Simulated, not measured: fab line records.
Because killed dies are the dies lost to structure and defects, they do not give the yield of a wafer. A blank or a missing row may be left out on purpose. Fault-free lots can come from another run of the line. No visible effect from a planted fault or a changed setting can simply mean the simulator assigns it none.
What tool caused it? | flow sfq_line | 7 lots, 21 wafers sampled, at 3 steps of a route of 325

== WHAT THE GAUGES READ, wafer by wafer ==
SFQ_M8_OVL_MEAS_948.
lot  | measured     | on         | M8_OVL (nm)
L939 | day 83 10:59 | overlay-01 | -9 -15 -11
L941 | day 83 16:59 | overlay-01 | 2 -5 -9
L944 | day 85 11:03 | overlay-01 | -6 -4 -11
L946 | day 85 15:50 | overlay-01 | - - -
L955 | day 87 07:41 | overlay-01 | 5 4 4
L957 | day 89 07:25 | overlay-01 | -5 -1 -9
L959 | day 89 11:01 | overlay-01 | 0 -4 -3

== WHAT TOOL EACH LOT RAN ON (gives the tool, then ch and the chambers of the sampled wafers, and finally the start) ==
lot  | SFQ_TRILAYER_I6_METRO_MEASURE_167 | SFQ_TRILAYER_M8_LITHO_EXPOSE_194
L939 | film_metro-01, day 68 06:28       | krf_scanner-01 ch 0, day 83 09:30
L941 | film_metro-04, day 68 13:01       | krf_scanner-01 ch 0, day 83 15:30
L944 | film_metro-04, day 71 08:22       | krf_scanner-01 ch 0, day 85 09:45
L946 | film_metro-01, day 71 12:59       | krf_scanner-01, day 85 14:21
L955 | film_metro-01, day 79 16:18       | krf_scanner-01 ch 0, day 87 06:12
L957 | film_metro-04, day 80 09:44       | krf_scanner-01 ch 0, day 89 05:56
L959 | film_metro-04, day 80 21:10       | krf_scanner-01 ch 0, day 89 09:44
- SFQ_TRILAYER_I6_METRO_MEASURE_167
- SFQ_TRILAYER_M8_LITHO_EXPOSE_194: exposes mask M8, target cd 2000 nm.

== THE ANSWER, worked out from the rows above alone ==
Rule: the usual values come from the lots themselves. The widest of any qualifying gaps counts: lots, ordered by their means at a reading, are off when they make up no more than a third of the lots, leave a main group of 4 or more, and stand apart from it by 3 or more times the standard deviation of that group's means. Not used: any main group whose means are identical at the precision the tables above print for the reading. Also off: a lot with no number at a reading for which 4 or more lots have one. Where the step has rows for the other lots, those lots are counted as sound.
Off: at SFQ_M8_OVL_MEAS_948 (M8_OVL), L946. Without a number there: L946. The main group has a mean of -4 nm with a standard deviation of 4.8.
A tool fits if, at a process step before that reading, it ran every lot that is off, and no sound lot after the first of them. The gauges at SFQ_M8_OVL_MEAS_948 are tried like those tools. Not one of the candidates tried fits.

== WHAT HAD BEEN PUT IN BY THE SIMULATOR ==
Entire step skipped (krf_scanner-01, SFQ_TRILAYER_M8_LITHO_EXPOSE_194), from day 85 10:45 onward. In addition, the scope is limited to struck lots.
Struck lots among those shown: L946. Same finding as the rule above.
